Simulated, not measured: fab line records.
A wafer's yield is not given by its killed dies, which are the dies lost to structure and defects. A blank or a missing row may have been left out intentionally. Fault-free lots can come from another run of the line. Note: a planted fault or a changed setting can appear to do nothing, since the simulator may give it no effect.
Which of the tools did it?	flow gf180mcu	11 lots, 33 wafers sampled, at 4 steps of a route of 602

WHAT THE GAUGES SHOWED, per wafer
GF_M1_CD_MEAS_14: target cd 230 nm.
lot	measured	on	cd-nm (nm)
L657	day 16 23:40	cd-sem-02	229.8 232.5 229.6
L660	day 18 07:28	cd-sem-01	228.3 228.2 228.5
L661	day 18 12:21	cd-sem-02	230.2 230.4 230.6
L662	day 18 22:10	cd-sem-02	231.0 230.1 231.4
L666	day 20 13:12	cd-sem-01	228.9 229.4 229.5
L667	day 21 00:12	cd-sem-01	228.5 230.7 228.4
L668	day 21 10:39	cd-sem-02	237.8 238.1 236.8
L670	day 22 04:41	cd-sem-01	230.2 229.8 230.6
L672	day 22 18:16	cd-sem-01	235.5 234.8 234.5
L678	day 24 12:16	cd-sem-02	229.2 230.3 229.5
L680	day 25 07:06	cd-sem-02	229.0 229.3 228.9

EACH LOT AND THE TOOL THAT RAN IT (in order: tool; ch and the chambers of the sampled wafers; start)
lot	GF_CONTACT_SPUTTER_23	GF_M1_SPUTTER_00	GF_M1_COAT_09
L657	pvd-sputter-03, day 16 00:47	pvd-sputter-02, day 16 01:24	litho-track-02 ch 0, day 16 12:26
L660	pvd-sputter-02, day 17 07:50	pvd-sputter-04, day 17 08:27	litho-track-01 ch 0, day 17 20:03
L661	pvd-sputter-03, day 17 12:35	pvd-sputter-04, day 17 13:12	litho-track-03 ch 0, day 18 00:51
L662	pvd-sputter-01, day 17 21:53	pvd-sputter-02, day 17 22:30	litho-track-03 ch 0, day 18 09:42
L666	pvd-sputter-01, day 19 12:29	pvd-sputter-04, day 19 13:06	litho-track-01 ch 0, day 20 01:25
L667	pvd-sputter-03, day 19 23:32	pvd-sputter-02, day 20 00:09	litho-track-01 ch 0, day 20 11:49
L668	pvd-sputter-01, day 20 09:37	pvd-sputter-04, day 20 10:14	litho-track-01 ch 0, day 20 22:25
L670	pvd-sputter-01, day 21 04:32	pvd-sputter-02, day 21 05:09	litho-track-02 ch 0, day 21 16:45
L672	pvd-sputter-01, day 21 18:26	pvd-sputter-03, day 21 19:03	litho-track-01 ch 0, day 22 06:39
L678	pvd-sputter-03, day 23 12:35	pvd-sputter-02, day 23 13:12	litho-track-03 ch 0, day 24 00:27
L680	pvd-sputter-03, day 24 08:20	pvd-sputter-04, day 24 08:58	litho-track-03 ch 0, day 24 19:51
- GF_CONTACT_SPUTTER_23: material TiN, target thk 10 nm, time 40 s.
- GF_M1_SPUTTER_00: material Ti, target thk 37.5 nm, time 150 s.
- GF_M1_COAT_09: resist thk 1000 nm.

THE ANSWER, worked out from the rows above alone
Rule: the usual values come from the lots themselves. Put in order of their means at a reading, lots are off if they are a third of the lots or fewer, leave a main group of 4 or more, and stand apart from it by a gap of 3 or more times the standard deviation of the main group's means; of several such gaps the widest counts. Not used: any main group whose means are identical at the precision the tables above print for the reading. A lot without any number at a reading at which 4 lots or more have one is off too. Any other lot the step has rows for is counted as sound.
Off, at GF_M1_CD_MEAS_14 on cd-nm: L668, L672. For the main group the mean is 229.7 nm and the standard deviation 0.79.
A tool fits if, at a process step before that reading, it ran every lot that is off, and no sound lot after the first of them. Those tools and the gauges at GF_M1_CD_MEAS_14 are tried in the same way. One fits: litho-track-01 at GF_M1_COAT_09. Its last sound lot is L667 (day 20 11:49), its first lot that is off L668 (day 20 22:25): a fault that began between those two fits.

WHAT THE SIMULATOR PUT IN
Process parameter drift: litho-track-01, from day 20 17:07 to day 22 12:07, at GF_M1_COAT_09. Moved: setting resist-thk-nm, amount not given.
Struck lots among those shown: L668, L672. The rule above found the same.
